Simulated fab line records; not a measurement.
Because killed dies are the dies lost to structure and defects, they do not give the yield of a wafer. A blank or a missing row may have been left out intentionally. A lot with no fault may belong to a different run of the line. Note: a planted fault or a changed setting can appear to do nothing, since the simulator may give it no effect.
What tool caused it? | flow sky130 | 39 wafers from 13 lots sampled at 4 of the route's 708 steps

WHAT THE GAUGES READ, wafer by wafer
SKY_METAL3_OVL_MEAS_14.
lot  | measured     | on         | METAL3_OVL (nm)
L143 | day 38 07:26 | overlay-01 | 9 11 7
L144 | day 38 21:34 | overlay-02 | -5 -8 -12
L145 | day 39 00:19 | overlay-02 | -3 -1 0
L146 | day 39 14:37 | overlay-01 | -10 -6 -6
L153 | day 41 17:12 | overlay-01 | 2 18 12
L155 | day 42 07:23 | overlay-02 | 2 13 2
L156 | day 42 10:46 | overlay-02 | 12 6 15
L158 | day 43 04:23 | overlay-02 | 1 -3 -3
L159 | day 43 09:41 | overlay-02 | 23 2 14
L160 | day 43 16:58 | overlay-01 | 3 -1 0
L163 | day 44 16:43 | overlay-02 | -12 -7 -11
L165 | day 44 19:53 | overlay-01 | -8 1 -3
L166 | day 45 00:44 | overlay-01 | 3 8 12

SKY_CAP2M_RS_MEAS_03: measurement is done with a four-point probe.
lot  | measured     | on            | CAP2M_TIN_RS (ohm/sq)
L143 | day 39 13:13 | film metro-03 | 6.84 6.86 6.92
L144 | day 40 00:48 | film metro-03 | 6.91 6.77 6.78
L145 | day 40 07:15 | film metro-04 | 6.85 6.81 6.77
L146 | day 40 18:23 | film metro-03 | 6.75 6.84 6.78
L153 | day 42 20:09 | film metro-04 | 6.74 6.84 6.78
L155 | day 43 10:00 | film metro-03 | 6.81 6.78 6.78
L156 | day 43 13:10 | film metro-03 | 6.84 6.76 6.91
L158 | day 44 06:35 | film metro-04 | 6.83 6.89 6.81
L159 | day 44 11:33 | film metro-03 | 6.84 6.84 6.78
L160 | day 44 18:59 | film metro-03 | 6.79 6.90 6.89
L163 | day 45 18:38 | film metro-04 | 6.94 6.84 6.90
L165 | day 45 21:01 | film metro-03 | 6.86 6.93 6.83
L166 | day 46 01:25 | film metro-04 | 6.71 6.82 6.73

SKY_PAD_OPEN_BOW_MEAS_13.
lot  | measured     | on            | PAD_OPEN_BOW (um)
L143 | day 45 14:02 | film metro-03 | 50 43 48
L144 | day 46 01:54 | film metro-02 | 50 48 46
L145 | day 46 07:11 | film metro-03 | 49 56 36
L146 | day 46 16:40 | film metro-03 | 56 51 50
L153 | day 48 09:27 | film metro-03 | 63 57 53
L155 | day 48 21:14 | film metro-02 | 49 62 47
L156 | day 48 22:52 | film metro-04 | 42 50 52
L158 | day 49 14:34 | film metro-02 | 51 62 52
L159 | day 49 16:50 | film metro-02 | 58 47 64
L160 | day 49 21:35 | film metro-03 | 39 33 46
L163 | day 50 17:08 | film metro-03 | 46 52 52
L165 | day 50 19:31 | film metro-02 | 52 43 41
L166 | day 50 22:56 | film metro-04 | 37 41 53

EACH LOT AND THE TOOL THAT RAN IT (in order: tool; ch and the chambers of the sampled wafers; start)
lot  | SKY_POLY_CUT_ETCH_10
L143 | rie diel-02 ch 1,2,3, day 23 23:26
L144 | rie diel-02 ch 2,3, day 24 15:41
L145 | rie diel-03 ch 0,1,3, day 24 19:52
L146 | rie diel-03 ch 0,3, day 25 10:07
L153 | rie diel-02 ch 0,2, day 27 23:19
L155 | rie diel-02 ch 0,1,2, day 28 15:04
L156 | rie diel-03 ch 2,3, day 28 20:55
L158 | rie diel-04 ch 1,3, day 29 13:28
L159 | rie diel-04 ch 0,1,3, day 29 21:34
L160 | rie diel-04 ch 1,2, day 30 05:53
L163 | rie diel-02 ch 2,3, day 31 12:38
L165 | rie diel-02 ch 0,1,3, day 31 18:11
L166 | rie diel-02 ch 0,1,3, day 31 23:58
- SKY_POLY_CUT_ETCH_10: etches BARC in N2/H2, stops on SiO2, time 45.9 s, target depth 60 nm.

WHAT THE TOOLS THEMSELVES READ (means of the sampled wafers that have a number; where no wafer has one, the mark that the record gives instead)
SKY_POLY_CUT_ETCH_10.
lot  | tool        | drypump motor current A (A) | oes product au (a.u.) | throttle valve pct (%)
L143 | rie diel-02 | 5.5                         | 0.857                 | 13.225
L144 | rie diel-02 | 5.4                         | 0.852                 | 13.221
L145 | rie diel-03 | 5.5                         | 0.852                 | 13.227
L146 | rie diel-03 | 5.7                         | 0.860                 | 13.220
L153 | rie diel-02 | 5.7                         | 0.860                 | 13.231
L155 | rie diel-02 | 5.8                         | 0.858                 | 13.221
L156 | rie diel-03 | 5.6                         | 0.857                 | 13.223
L158 | rie diel-04 | 5.8                         | 0.860                 | 13.222
L159 | rie diel-04 | 5.6                         | 0.854                 | 13.230
L160 | rie diel-04 | 5.5                         | 0.857                 | 13.227
L163 | rie diel-02 | 5.2                         | 0.854                 | 13.230
L165 | rie diel-02 | 5.6                         | 0.855                 | 13.221
L166 | rie diel-02 | 5.6                         | 0.854                 | 13.230

THE ANSWER, worked out from the rows above alone
Rule: the usual values come from the lots themselves. Put in order of their means at a reading, lots are off if they are a third of the lots or fewer, leave a main group of 4 or more, and stand apart from it by a gap of 3 or more times the standard deviation of the main group's means; of several such gaps the widest counts. Not used: any main group whose means are identical at the precision the tables above print for the reading. A lot without any number at a reading at which 4 lots or more have one is off too. Any other lot the step has rows for is counted as sound. After the gauges, taken in route order, come the tools' own readings; for these a lot's mean is taken, as printed above. The first step at which some lot is off is used, and at that step the reading that is off furthest; a lot without a number counts as furthest.
Nothing can be told from this: no lot is off at any reading shown.

WHAT HAD BEEN PUT IN BY THE SIMULATOR
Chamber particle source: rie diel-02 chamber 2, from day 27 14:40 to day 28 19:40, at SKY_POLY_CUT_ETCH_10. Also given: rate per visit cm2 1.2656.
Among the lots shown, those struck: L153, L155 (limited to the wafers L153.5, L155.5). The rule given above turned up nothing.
